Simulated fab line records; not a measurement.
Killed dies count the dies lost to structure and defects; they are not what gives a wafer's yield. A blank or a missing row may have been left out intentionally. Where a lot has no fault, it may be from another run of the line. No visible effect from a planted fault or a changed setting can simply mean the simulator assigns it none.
Problem report in the 8D (eight disciplines) form, filled by code / flow gf180mcu / the parts of the form that need people (team, actions taken, sign-off) are left out

## 1. WHAT WENT WRONG
At GF_SALICIDE_RTA_06, chamber-o2-ppm averages 301.993 over 9 wafers from 3 lots, while fault-free wafers read 2.005, standard deviation 0.018. So: +99 or more standard deviations from the usual mean.
The step: time 30 s.
First observed at day 17 17:48: wafer L825.1, on rtp-anneal-01. The record holds 42 wafers of 14 lots with a number at this step. Rule for "out", or "out of limits": more than 4 standard deviations from the usual mean. Any other wafer with a number is counted as sound.

## 2. WHAT THIS IS AND IS NOT
question=which readings at this step | is=chamber-o2-ppm | is not=lamp-power-pct
question=which lots | is=L825, L826, L827 | is not=L823, L829, L835, L836, L837, L839, L840, L843, L844, L845, L846
question=which wafers of those lots | is=all that have a number | is not=-
question=read on which tools | is=rtp-anneal-01 | is not=rtp-anneal-02
question=when | is=from day 17 17:48 | is not=up to then (3 sound wafers); but 30 sound wafers of L829, L835, L836, L837, L839, L840, L843, L844, L845, L846 came after

## 3. SUSPECTS, AND WHAT RULES EACH OUT
Counting: a tool stays on the suspect list if, at a process step up to the reading, it processed all lots that are out and no sound lot following the first of them.
- rtp-anneal-01 at GF_SALICIDE_RTA_06 (time 30 s): ruled out as a lasting fault. Sound lots L837, L839, L843, L844, L846 ran on it after its first lot that is out, L825 (day 17 17:48).
Left after counting: nothing in the record.

## 4. THE CAUSE (what the simulator had put in)
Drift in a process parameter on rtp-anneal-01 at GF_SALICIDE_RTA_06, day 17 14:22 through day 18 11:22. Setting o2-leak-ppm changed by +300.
Counting ruled it out, wrongly.

## 5. THE EFFECT CHAIN, in route order
One row per reading whose mean, taken over the struck wafers that have a number, lies over 3 standard deviations from the usual. Only readings whose record carries a usual standard deviation are examined. hours: median over the lots of the time between each lot's start at the first step of this table that gives one and its start at this step. sigmas: the change, counted in usual standard deviations.
hours=0; step=GF_SALICIDE_RTA_06; reading=chamber-o2-ppm; usual=2.005; on struck wafers=301.993; change=+299.988; sigmas=+99 or more
Here are the process steps it includes:
- GF_SALICIDE_RTA_06: time 30 s.

## 6. WHAT WOULD HAVE CAUGHT IT SOONER
3 hours passed between the start of the fault at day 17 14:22 and the first reading out of limits in this record, taken at day 17 17:48.
